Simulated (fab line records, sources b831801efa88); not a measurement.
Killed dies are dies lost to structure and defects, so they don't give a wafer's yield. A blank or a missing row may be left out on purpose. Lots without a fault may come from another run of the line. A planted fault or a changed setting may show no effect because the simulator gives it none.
fab line records | flow sfq_line
record lots=6 wafers=18 last_day=82
route steps=325 shown M7@285 I7@296
lots that met no fault: from a run of the same line without faults
start_h: hours from the record's first day to the start of the lot's first wafer shown | wait_h: hours since the lot's step before | " the same as in the row above | L1.1+2: a row that stands for several wafers | - no value, or no start given | * or withheld: withheld | < > ~ a bound
route shown NAME@n: a module of which the file shows steps, and the number in the route of the first | usual: mean/standard deviation of fault-free wafers | same: alike in all rows | chamber/n: place in a boat | sites: the reading at each site | _std_site: their standard deviation | _edge_site: outer sites' mean less inner sites' | radius_mm: how far each site lies from the wafer's centre | mask NAME#n: copy n | behind: the tool/chamber that last shaped the wafer | hold: why the lot was held/for how many hours/how that ended | device: the transistor (n, p or np) that didn't switch | end of line: the same wafers' tests at the end of the route | a step without rows: its recipe alone | killed: dies lost to structure and defects at the first sort, not the wafer's yield | map: a wafer's dies, x killed, . not, _ none there
set.NAME: the setting as run; set.NAME@STEP: as run at that earlier step | model.NAME: the simulator's own value behind a step, which no gauge read
lots at some steps of the route; a table a step, a row a wafer
services: from which hour (start_h, from the record's first day; less than 0 if before it) a tool's chamber was out of use, for how many hours, and why
## steps
# step SFQ_TRILAYER_M7_LITHO_COAT_182
# recipe resist=BARC spin_rpm=3059 resist_thk_nm=62
# step SFQ_TRILAYER_M7_LITHO_COAT_177
# recipe resist=KrF spin_rpm=3000 resist_thk_nm=600
# step SFQ_TRILAYER_M7_LITHO_SOFTBAKE_181
# recipe temp_c=withheld time_s=withheld resist=KrF
# step SFQ_TRILAYER_M7_LITHO_EXPOSE_178
# recipe mask_id=M7 na=0.6 source_shape=conventional sigma_outer=0.65 target_cd_nm=500 dose_mj=14.4
# step SFQ_TRILAYER_M7_LITHO_PEB_180
# recipe peb_temp_c=115 peb_time_s=60 resist=KrF
# step SFQ_TRILAYER_M7_LITHO_DEVELOP_179
# recipe time_s=60 resist=KrF
# step SFQ_M7_OVL_MEAS_945
# usual M7_OVL=-1/6.6
# columns lot.wafer tool chamber start_h wait_h M7_OVL[nm]
L434.1 overlay-01 - 1673.44 0.1 9
L434.2 " - " " 14
L434.3 " - " " 17
L436.3 overlay-02 - 1694.91 0.1 -1
L436.4 " - " " 1
L436.5 " - " " 4
L441.2 overlay-02 - 1872.61 0.1 -10
L441.3 " - " " -3
L441.5 " - " " -4
L442.1 overlay-02 - 1876.21 0.1 -5
L442.3 " - " " -2
L442.5 " - " " -2
L443.1 overlay-02 - 1877.41 0.1 -1
L443.2 " - " " -6
L443.5 " - " " -3
L446.1 overlay-01 - 1899.19 0.1 -2
L446.5 " - " " -3
L446.6 " - " " -1
# step SFQ_TRILAYER_M7_BARC_OPEN_METAL_ETCH_229
# recipe mask_material=PR chemistry=O2 target_depth_nm=125 target=BARC icp_w=600 bias_w=80 pressure_mtorr=10 time_s=41.7
# usual drypump_motor_current_A=5.34/0.26 oes_product_au=0.682/0.0044
# columns lot.wafer tool chamber start_h wait_h drypump_motor_current_A oes_product_au rf_hours_counter_h
L434.1 rie_metal-02 0 1673.48 0.0 5.30 0.687 119
L434.2 " 1 " " 5.25 0.676 16
L434.3 " 0 " " 5.29 0.686 -
L436.3 rie_metal-03 0 1694.95 0.0 4.75 0.681 -
L436.4 " 1 " " 5.76 0.683 -
L436.5 " 0 " " 4.75 0.687 -
L441.2 rie_metal-02 0 1872.64 0.0 5.29 0.679 9
L441.3 " 1 " " 5.29 0.681 -
L441.5 " 0 " " 5.27 0.682 -
L442.1 rie_metal-01 1 1876.24 0.0 5.61 0.677 6
L442.3 " 0 " " 5.20 0.686 -
L442.5 " 1 " " 5.61 0.683 -
L443.1 rie_metal-03 1 1877.44 0.0 5.75 0.688 119
L443.2 " 0 " " 4.78 0.683 85
L443.5 " 1 " " 5.73 0.677 -
L446.1 rie_metal-01 1 1899.23 0.0 5.63 0.678 10
L446.5 " 0 " " 5.22 0.685 -
L446.6 " 1 " " 5.61 0.681 -
# step SFQ_TRILAYER_M7_ETCH_METAL_ETCH_180
# recipe target=Nb stop_on=SiO2 mask_material=PR chemistry=Cl2/Ar target_depth_nm=240 icp_w=600 bias_w=80 pressure_mtorr=10 time_s=120
# usual drypump_motor_current_A=5.33/0.26 oes_product_au=0.892/0.0066
# columns lot.wafer tool chamber start_h wait_h drypump_motor_current_A oes_product_au rf_hours_counter_h
L434.1 rie_metal-02 0 1673.54 0.0 5.29 0.901 119
L434.2 " 1 " " 5.25 0.890 16
L434.3 " 0 " " 5.28 0.896 -
L436.3 rie_metal-03 0 1695.04 0.1 4.76 0.893 -
L436.4 " 1 " " 5.75 0.892 -
L436.5 " 0 " " 4.75 0.899 -
L441.2 rie_metal-02 0 1872.70 0.0 5.27 0.899 9
L441.3 " 1 " " 5.25 0.898 -
L441.5 " 0 " " 5.29 0.897 -
L442.1 rie_metal-01 1 1876.30 0.0 5.60 0.892 6
L442.3 " 0 " " 5.18 0.898 -
L442.5 " 1 " " 5.64 0.895 -
L443.1 rie_metal-03 1 1877.50 0.0 5.76 0.884 119
L443.2 " 0 " " 4.75 0.892 85
L443.5 " 1 " " 5.71 0.894 -
L446.1 rie_metal-01 1 1899.29 0.0 5.62 0.884 10
L446.5 " 0 " " 5.21 0.886 -
L446.6 " 1 " " 5.61 0.878 -
# step SFQ_TRILAYER_M7_STRIP_STRIP_181
# recipe gas=O2 power_w=200 platen_temp_c=40 overash_fraction=0.65 chemistry=O2 pressure_mtorr=50
# usual drypump_motor_current_A=5.33/0.26 oes_product_au=1.002/0.0075
# columns lot.wafer tool chamber start_h wait_h drypump_motor_current_A oes_product_au rf_hours_counter_h
L434.1 rie_metal-02 0 1673.66 0.1 5.29 0.997 119
L434.2 " 1 " " 5.27 1.000 16
L434.3 " 0 " " 5.28 0.999 -
L436.3 rie_metal-03 0 1695.32 0.2 4.76 1.009 -
L436.4 " 1 " " 5.75 1.018 -
L436.5 " 0 " " 4.77 1.001 -
L441.2 rie_metal-02 0 1872.83 0.1 5.29 0.997 9
L441.3 " 1 " " 5.27 0.995 -
L441.5 " 0 " " 5.28 0.987 -
L442.1 rie_metal-01 1 1876.43 0.1 5.62 1.006 6
L442.3 " 0 " " 5.20 0.998 -
L442.5 " 1 " " 5.62 0.994 -
L443.1 rie_metal-03 1 1877.63 0.1 5.74 1.010 119
L443.2 " 0 " " 4.75 0.998 85
L443.5 " 1 " " 5.76 0.999 -
L446.1 rie_metal-01 1 1899.41 0.1 5.62 0.991 10
L446.5 " 0 " " 5.19 0.999 -
L446.6 " 1 " " 5.63 1.000 -
# step SFQ_TRILAYER_M7_STRIP_SOLV_CLEAN_182
# recipe chemistry=NMP temp_c=70 time_s=600
# step SFQ_TRILAYER_I7_DEP_PECVD_183
# recipe material=SiO2 temp_c=150 time_s=111.11 pressure_torr=2.4 rf_w=183.3 precursor=SiH4/N2O target_thk_nm=500
# usual heater_power_w=83/9.5 showerhead_vpp_V=814/35 susceptor_temp_C=150.01/0.14 throttle_valve_pct=25.4/0.9
# columns lot.wafer tool chamber start_h wait_h heater_power_w showerhead_vpp_V susceptor_temp_C throttle_valve_pct
L434.1 pecvd-03 2 1674.61 0.0 80 812 149.99 25.3
L434.2 " 0 " " 72 791 150.16 26.2
L434.3 " 1 " " 89 767 149.99 24.8
L436.3 pecvd-03 0 1695.91 0.0 80 788 150.10 26.1
L436.4 " 0 " " 67 795 149.97 26.3
L436.5 " 2 " " 85 817 150.21 25.1
L441.2 pecvd-04 0 1873.60 0.0 82 936 150.19 23.4
L441.3 " 2 " " 69 834 149.99 22.6
L441.5 " 0 " " 83 940 149.89 23.6
L442.1 pecvd-01 0 1877.20 0.0 73 822 150.22 25.3
L442.3 " 2 " " 83 784 150.02 25.8
L442.5 " 2 " " 69 795 149.84 25.7
L443.1 pecvd-03 2 1878.40 0.0 79 817 149.98 26.1
L443.2 " 0 " " 79 792 149.99 27.0
L443.5 " 1 " " 95 785 149.91 25.4
L446.1 pecvd-01 1 1900.24 0.0 78 814 150.08 25.4
L446.5 " 2 " " 70 793 149.71 25.7
L446.6 " 0 " " 79 818 149.98 25.4
# step SFQ_TRILAYER_I7_CMP_CMP_184
# recipe material=SiO2 down_force_psi=3 platen_rpm=60 pad_velocity_m_s=0.94248
# usual motor_current_A=9.4/0.68 platen_rpm=60.00/0.037 time_to_endpoint_s=219/6.9
# columns lot.wafer tool chamber start_h wait_h motor_current_A platen_rpm time_to_endpoint_s
L434.3 cmp-01 1 1678.57 3.9 9.5 65.94 208
L434.1 " 2 " " 9.4 66.00 204
L434.2 " 3 " " 10.6 66.00 212
L436.4 cmp-01 2 1699.25 3.3 9.9 66.01 211
L436.3 " 3 " " 10.5 66.04 202
L436.5 " 2 1701.25 5.3 9.5 65.97 206
L441.2 cmp-02 3 1874.18 0.5 8.7 60.01 224
L441.3 " 1 1875.18 1.5 9.7 59.98 229
L441.5 " 2 " " 8.4 60.00 227
L442.3 cmp-02 2 1878.28 1.0 8.1 60.08 210
L442.1 " 3 " " 9.1 60.03 222
L442.5 " 1 1879.78 2.5 9.7 59.90 221
L443.2 cmp-01 1 1878.48 0.0 9.7 60.08 204
L443.1 " 0 1879.98 1.5 8.6 59.96 214
L443.5 " 2 1880.98 2.5 10.1 60.01 223
L446.1 cmp-02 0 1901.32 1.0 8.5 59.94 217
L446.5 " 2 1902.32 2.0 9.1 60.01 218
L446.6 " 3 " " 8.8 59.96 216
# step SFQ_I7_BOW_MEAS_946
# recipe mode=bow
# usual I7_BOW=7/9.6
# columns lot.wafer tool chamber start_h wait_h I7_BOW[um]
L434.1 film_metro-01 - 1681.07 1.5 -5
L434.2 " - " " 8
L434.3 " - " " 6
L436.3 film_metro-02 - 1701.79 1.5 9
L436.4 " - " " 13
L436.5 " - " " 0
L441.2 film_metro-01 - 1876.70 2.0 8
L441.3 " - " " 6
L441.5 " - " " 4
L442.1 film_metro-02 - 1880.28 1.0 2
L442.3 " - " " -22
L442.5 " - " " 1
L443.1 film_metro-01 - 1881.48 1.0 -2
L443.2 " - " " 5
L443.5 " - " " 13
L446.1 film_metro-04 - 1903.32 1.5 3
L446.5 " - " " 8
L446.6 " - " " -3
## services
# columns tool chamber start_h hours kind
cmp-01 - 1655.06 1.6 repair
cmp-01 - 1668.66 6.4 pm
cmp-01 - 1682.45 16.3 repair
cmp-01 - 1689.69 6.3 repair
rie_metal-01 0 1693.46 - clean
rie_metal-01 0 1693.46 - consumable_replace:focus_ring
rie_metal-01 0 1693.46 19.3 scheduled_down
rie_metal-01 0 1693.46 19.3 vent_cycle
rie_metal-02 - 1706.04 2.8 pm
pecvd-01 - 1745.33 0.5 repair
cmp-01 - 1765.78 1.3 repair
cmp-01 - 1771.99 4.0 pm
pecvd-03 - 1775.32 2.8 pm
rie_metal-02 0 1798.29 - clean
rie_metal-02 0 1798.29 - consumable_replace:focus_ring
rie_metal-02 0 1798.29 18.9 scheduled_down
rie_metal-02 0 1798.29 18.9 vent_cycle
rie_metal-01 1 1809.01 - clean
rie_metal-01 1 1809.01 - consumable_replace:focus_ring
rie_metal-01 1 1809.01 32.9 scheduled_down
rie_metal-01 1 1809.01 32.9 vent_cycle
cmp-02 - 1846.12 4.8 pm
rie_metal-03 - 1849.91 2.8 pm
pecvd-01 - 1852.39 1.0 repair
## key
first_sign step=SFQ_TRILAYER_I7_CMP_CMP_184 reading=platen_rpm direction=up sigmas=99+ usual=60.00 struck=65.99
effect step=SFQ_TRILAYER_I7_CMP_CMP_184 reading=time_to_endpoint_s direction=down sigmas=1.8 usual=* struck=*
met_at SFQ_TRILAYER_I7_CMP_CMP_184
struck_wafers L434.1,L434.2,L434.3,L436.3,L436.4,L436.5
fault kind=process_parameter_drift tool=cmp-01 chamber=- onset_h=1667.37 steps=SFQ_TRILAYER_I7_CMP_CMP_184 channel=platen_rpm offset=6 shape=step end_h=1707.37 acts_in=these_recipes_only stated=60
